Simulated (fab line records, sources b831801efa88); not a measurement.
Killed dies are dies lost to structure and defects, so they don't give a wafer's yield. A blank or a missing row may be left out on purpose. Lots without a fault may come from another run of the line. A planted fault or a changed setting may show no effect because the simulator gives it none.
fab line records | flow gf180mcu
record lots=12 wafers=36 last_day=33
route steps=602 shown MVSD@73 SAB@275 V1@351 M3@413
lots that met no fault: from a run of the same line without faults
start_h: hours from the record's first day to the start of the lot's first wafer shown | wait_h: hours since the lot's step before | " the same as in the row above | L1.1+2: a row that stands for several wafers | - no value, or no start given | * or withheld: withheld | < > ~ a bound
route shown NAME@n: a module of which the file shows steps, and the number in the route of the first | usual: mean/standard deviation of fault-free wafers | same: alike in all rows | chamber/n: place in a boat | sites: the reading at each site | _std_site: their standard deviation | _edge_site: outer sites' mean less inner sites' | radius_mm: how far each site lies from the wafer's centre | mask NAME#n: copy n | behind: the tool/chamber that last shaped the wafer | hold: why the lot was held/for how many hours/how that ended | device: the transistor (n, p or np) that didn't switch | end of line: the same wafers' tests at the end of the route | a step without rows: its recipe alone | killed: dies lost to structure and defects at the first sort, not the wafer's yield | map: a wafer's dies, x killed, . not, _ none there
set.NAME: the setting as run; set.NAME@STEP: as run at that earlier step | model.NAME: the simulator's own value behind a step, which no gauge read
steps of the route over a sample of lots; a table a step, a row a wafer
services: from which hour (start_h, from the record's first day; less than 0 if before it) a tool's chamber was out of use, for how many hours, and why
## steps
# step GF_MVSD_OVL_MEAS_07
# usual MVSD_OVL=-0.4/1.6
# columns lot.wafer tool chamber start_h wait_h MVSD_OVL[nm]
L756.3 overlay-01 - 80.92 - 0.4
L756.5 " - " " 0.1
L756.6 " - " " -0.1
L758.4 overlay-02 - 96.98 - -0.6
L758.5 " - " " -1.0
L758.6 " - " " -1.6
L761.1 overlay-02 - 112.21 - -0.7
L761.3 " - " " -1.5
L761.6 " - " " -2.2
L764.1 overlay-02 - 128.71 - -0.6
L764.2 " - " " -0.6
L764.3 " - " " -0.5
L765.3 overlay-01 - 131.67 - -1.5
L765.4 " - " " -1.1
L765.6 " - " " -0.6
L766.2 overlay-02 - 140.50 - -0.6
L766.3 " - " " -0.8
L766.4 " - " " -0.7
L767.2 overlay-02 - 145.71 - 0.9
L767.4 " - " " -0.1
L767.5 " - " " -0.2
L768.1 overlay-01 - 151.76 - -0.3
L768.2 " - " " 1.4
L768.5 " - " " 2.0
L769.2 overlay-01 - 158.21 - -0.5
L769.3 " - " " 0.1
L769.5 " - " " 0.8
L772.1 overlay-01 - 173.16 - 0.0
L772.2 " - " " -2.6
L772.6 " - " " -1.6
L773.4 overlay-02 - 192.68 - 1.1
L773.5 " - " " 0.3
L773.6 " - " " 1.2
L775.3 overlay-01 - 198.16 - 0.1
L775.5 " - " " 1.9
L775.6 " - " " -0.1
# step GF_SAB_ETCH_11
# recipe chemistry=C4F8/O2/Ar mask_material=NOVOLAK target=SiO2 target_depth_nm=55 source_w=1500 bias_w=1200 pressure_mtorr=40 c4f8_flow_sccm=withheld O2_flow_sccm=6 Ar_flow_sccm=300 time_s=8.5
# usual oes_product_au=1.001/0.0089
# columns lot.wafer tool chamber start_h wait_h oes_product_au rf_hours_counter_h
L756.3 rie_diel-04 1 334.26 0.0 1.003 74
L756.5 " 0 " " 1.004 -
L756.6 " 1 " " 1.005 -
L758.4 rie_diel-03 3 352.96 0.0 1.006 36
L758.5 " 3 " " 1.002 -
L758.6 " 0 " " 0.998 -
L761.1 rie_diel-04 3 387.41 0.0 1.011 50
L761.3 " 2 " " 0.997 8
L761.6 " 1 " " 0.993 -
L764.1 rie_diel-02 1 411.06 0.0 0.986 96
L764.2 " 3 " " 0.992 0
L764.3 " 0 " " 1.008 83
L765.3 rie_diel-04 3 411.48 0.0 1.025 51
L765.4 " 0 " " 1.003 4
L765.6 " 0 " " 0.998 -
L766.2 rie_diel-02 0 424.25 0.0 1.000 83
L766.3 " 3 " " 0.997 1
L766.4 " 1 " " 0.999 96
L767.2 rie_diel-03 1 433.81 0.0 1.000 80
L767.4 " 3 " " 0.999 38
L767.5 " 3 " " 1.004 -
L768.1 rie_diel-02 0 440.76 0.0 0.999 84
L768.2 " 1 " " 0.994 97
L768.5 " 2 " " 0.991 -
L769.2 rie_diel-04 3 458.60 0.0 1.017 52
L769.3 " 2 " " 0.996 9
L769.5 " 1 " " 1.006 -
L772.1 rie_diel-02 2 471.30 0.0 1.421 1
L772.2 " 0 " " 1.424 85
L772.6 " 3 " " 1.432 -
L773.4 rie_diel-02 2 503.06 0.0 1.399 -
L773.5 " 3 " " 1.413 -
L773.6 " 0 " " 1.424 -
L775.3 rie_diel-04 3 508.75 0.0 1.015 53
L775.5 " 3 " " 1.029 -
L775.6 " 0 " " 1.002 -
# step GF_SAB_STRIP_13
# recipe chemistry=O2/N2 power_w=1400 pressure_mtorr=1500 platen_temp_c=250 o2_flow_sccm=3000 n2_flow_sccm=300 overash_fraction=0.5
# usual drypump_motor_current_A=5.8/0.46 heater_power_w=341/21 oes_product_au=0.710/0.0045 platen_temp_c=250.02/0.17 strip_time_to_endpoint_s=12.61/0.03
# same overash_fraction=0.5
# columns lot.wafer tool chamber start_h wait_h drypump_motor_current_A heater_power_w oes_product_au platen_temp_c rf_hours_counter_h strip_time_to_endpoint_s
L756.3 plasma_asher-04 1 334.47 0.0 5.1 327 0.706 250.28 - 12.56
L756.5 " 1 " " 5.0 328 0.711 249.81 - 12.61
L756.6 " 0 " " 5.8 349 0.713 250.09 - 12.62
L758.4 plasma_asher-03 1 353.15 0.0 5.7 356 0.714 249.87 - 12.66
L758.5 " 1 " " 5.6 350 0.712 249.97 - 12.64
L758.6 " 0 " " 6.3 354 0.710 249.86 - 12.63
L761.1 plasma_asher-01 1 387.56 0.0 6.1 338 0.716 250.07 77 12.62
L761.3 " 0 " " 6.4 302 0.707 249.84 - 12.55
L761.6 " 1 " " 6.1 333 0.701 250.23 - 12.60
L764.1 plasma_asher-03 0 411.21 0.0 6.4 361 0.705 250.00 74 12.59
L764.2 " 1 " " 5.7 360 0.712 249.87 74 12.62
L764.3 " 1 " " 5.6 351 0.708 249.94 - 12.56
L765.3 plasma_asher-04 1 411.67 0.0 5.1 331 0.712 249.88 - 12.65
L765.4 " 0 " " 5.8 355 0.708 249.84 - 12.66
L765.6 " 1 " " 5.1 330 0.712 250.01 - 12.66
L766.2 plasma_asher-03 1 424.40 0.0 5.6 355 0.714 249.83 75 12.58
L766.3 " 0 " " 6.3 356 0.709 250.06 - 12.59
L766.4 " 1 " " 5.6 353 0.711 249.80 - 12.59
L767.2 plasma_asher-03 1 434.09 0.0 5.6 356 0.719 250.12 77 12.60
L767.4 " 1 " " 5.6 356 0.708 249.90 - 12.63
L767.5 " 0 " " 6.3 338 0.713 249.98 - 12.59
L768.1 plasma_asher-01 1 441.07 0.0 6.1 338 0.706 249.85 1 12.56
L768.2 " 0 " " 6.4 302 0.708 250.05 1 12.59
L768.5 " 1 " " 6.1 325 0.708 249.73 - 12.59
L769.2 plasma_asher-04 0 458.75 0.0 5.8 359 0.713 249.72 65 12.62
L769.3 " 0 " " 5.8 358 0.705 250.28 - 12.58
L769.5 " 1 " " 5.1 321 0.722 250.13 - 12.59
L772.1 plasma_asher-01 0 471.45 0.0 6.4 297 0.710 249.81 5 12.56
L772.2 " 1 " " 6.1 330 0.708 249.96 5 12.53
L772.6 " 1 " " 6.1 332 0.704 249.93 - 12.53
L773.4 plasma_asher-03 1 503.38 0.0 5.6 358 0.709 249.83 - 12.51
L773.5 " 1 " " 5.6 366 0.717 250.05 - 12.53
L773.6 " 0 " " 6.3 353 0.710 250.22 - 12.51
L775.3 plasma_asher-04 0 508.93 0.0 5.8 356 0.705 250.15 - 12.57
L775.5 " 0 " " 5.8 346 0.711 250.13 - 12.58
L775.6 " 1 " " 5.1 334 0.715 249.81 - 12.59
# step GF_V1_ETCH_16
# recipe chemistry=N2/H2 target_depth_a=withheld overetch_a=withheld time_s=withheld target=BARC ion_energy_ev=200 source_w=500 bias_w=100 pressure_mtorr=30 n2_flow_sccm=100 h2_flow_sccm=200
# usual drypump_motor_current_A=5.6/0.53 oes_product_au=0.854/0.0044 throttle_valve_pct=13.225/0.0095
# columns lot.wafer tool chamber start_h wait_h drypump_motor_current_A oes_product_au throttle_valve_pct
L756.3 rie_diel-03 3 405.51 0.0 5.9 0.849 13.203
L756.5 " 2 " " 5.5 0.852 13.225
L756.6 " 1 " " 6.0 0.850 13.240
L758.4 rie_diel-04 1 426.06 0.0 5.6 0.857 13.224
L758.5 " 1 " " 5.6 0.852 13.225
L758.6 " 2 " " 4.9 0.850 13.221
L761.1 rie_diel-01 2 464.06 0.0 6.5 0.855 13.217
L761.3 " 0 " " 5.2 0.857 13.220
L761.6 " 0 " " 5.2 0.858 13.227
L764.1 rie_diel-03 2 487.21 0.0 5.5 0.863 13.228
L764.2 " 3 " " 6.0 0.858 13.225
L764.3 " 1 " " 6.0 0.856 13.233
L765.3 rie_diel-01 0 488.81 0.0 5.2 0.850 13.226
L765.4 " 3 " " 6.4 0.844 13.240
L765.6 " 3 " " 6.4 0.851 13.217
L766.2 rie_diel-03 2 500.21 0.0 5.5 0.851 13.251
L766.3 " 3 " " 5.9 0.847 13.243
L766.4 " 0 " " 6.0 0.851 13.214
L767.2 rie_diel-01 0 510.46 0.0 5.2 0.850 13.217
L767.4 " 3 " " 6.4 0.850 13.218
L767.5 " 0 " " 5.2 0.849 13.226
L768.1 rie_diel-01 1 515.96 0.0 4.9 0.850 13.218
L768.2 " 3 " " 6.4 0.853 13.228
L768.5 " 3 " " 6.4 0.849 13.222
L769.2 rie_diel-01 2 532.56 0.0 6.6 0.855 13.214
L769.3 " 0 " " 5.2 0.851 13.225
L769.5 " 2 " " 6.6 0.855 13.222
L772.1 rie_diel-04 3 544.31 0.0 5.3 0.851 13.226
L772.2 " 2 " " 4.9 0.849 13.229
L772.6 " 1 " " 5.7 0.857 13.238
L773.4 rie_diel-04 3 574.96 0.0 5.3 0.864 13.218
L773.5 " 1 " " 5.6 0.847 13.226
L773.6 " 2 " " 4.9 0.853 13.226
L775.3 rie_diel-03 2 581.46 0.0 5.5 0.856 13.217
L775.5 " 2 " " 5.5 0.848 13.209
L775.6 " 0 " " 6.0 0.858 13.229
# step GF_M3_SPUTTER_04
# recipe material=TiN target_thk_nm=50 power_w=6500 time_s=41.7 chamber_pressure_pa=0.4
# usual throttle_valve_pct=30.1/1
# columns lot.wafer tool chamber start_h wait_h throttle_valve_pct
L756.3 pvd_sputter-04 - 458.58 0.0 28.4
L756.5 " - " " 27.4
L756.6 " - " " 30.7
L758.4 pvd_sputter-02 - 478.90 0.0 30.7
L758.5 " - " " 29.7
L758.6 " - " " 32.0
L761.1 pvd_sputter-03 - 516.37 0.0 29.9
L761.3 " - " " 29.8
L761.6 " - " " 30.1
L764.1 pvd_sputter-03 - 538.53 0.0 29.8
L764.2 " - " " 30.1
L764.3 " - " " 30.1
L765.3 pvd_sputter-03 - 540.00 0.0 29.9
L765.4 " - " " 30.3
L765.6 " - " " 29.9
L766.2 pvd_sputter-02 - 550.10 0.0 30.7
L766.3 " - " " 31.9
L766.4 " - " " 29.8
L767.2 pvd_sputter-04 - 560.18 0.0 30.9
L767.4 " - " " 27.5
L767.5 " - " " 27.7
L768.1 pvd_sputter-02 - 565.63 0.0 30.6
L768.2 " - " " 30.3
L768.5 " - " " 29.7
L769.2 pvd_sputter-03 - 581.19 0.0 29.8
L769.3 " - " " 30.2
L769.5 " - " " 30.2
L772.1 pvd_sputter-03 - 592.49 0.0 30.9
L772.2 " - " " 29.6
L772.6 " - " " 30.1
L773.4 pvd_sputter-03 - 618.78 0.0 30.7
L773.5 " - " " 29.8
L773.6 " - " " 30.0
L775.3 pvd_sputter-04 - 626.73 0.0 28.6
L775.5 " - " " 27.6
L775.6 " - " " 30.2
## services
# columns tool chamber start_h hours kind
rie_diel-02 3 326.36 18.8 repair
pvd_sputter-03 - 349.66 1.9 repair
rie_diel-02 3 351.18 17.2 repair
rie_diel-01 1 360.64 4.5 repair
rie_diel-03 3 360.80 5.7 repair
rie_diel-02 1 372.18 4.8 repair
plasma_asher-03 - 397.30 0.8 repair
rie_diel-03 0 408.23 3.8 repair
rie_diel-03 3 419.99 9.7 repair
plasma_asher-04 - 457.45 0.4 repair
pvd_sputter-03 - 459.80 21.7 repair
rie_diel-04 0 469.11 2.1 repair
rie_diel-03 1 471.83 4.7 repair
rie_diel-04 - 491.78 2.8 pm
rie_diel-01 0 496.06 11.2 repair
rie_diel-02 0 519.91 15.6 repair
rie_diel-03 3 521.76 8.0 repair
rie_diel-02 - 526.56 2.8 pm
rie_diel-04 0 535.78 8.7 repair
rie_diel-01 - 540.84 2.8 pm
rie_diel-04 3 549.99 9.1 repair
rie_diel-03 1 577.50 13.6 repair
rie_diel-02 1 597.67 3.1 repair
rie_diel-02 0 622.12 1.5 repair
## key
first_sign step=GF_SAB_ETCH_11 reading=oes_product_au direction=up sigmas=47 usual=1.001 struck=1.419
effect step=GF_SAB_STRIP_13 reading=strip_time_to_endpoint_s direction=down sigmas=2.8 usual=* struck=*
met_at GF_SAB_ETCH_11
struck_lots L772,L773
tester_left_out L772,L773
not_acting_at GF_MVSD_OVL_MEAS_07,GF_V1_ETCH_16,GF_M3_SPUTTER_04
onset_between 440.76 471.30
fault kind=process_parameter_drift tool=rie_diel-02 chamber=- onset_h=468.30 steps=GF_SAB_ETCH_11 channel=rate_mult offset=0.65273 shape=step end_h=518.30
# tester_left_out: of these lots the tester's yield and bins aren't shown, on N5 and GAA mostly nor the transistor test; their killed dies are dies lost to structure and defects alone, not to doping, threshold or leakage, so they don't give the yield
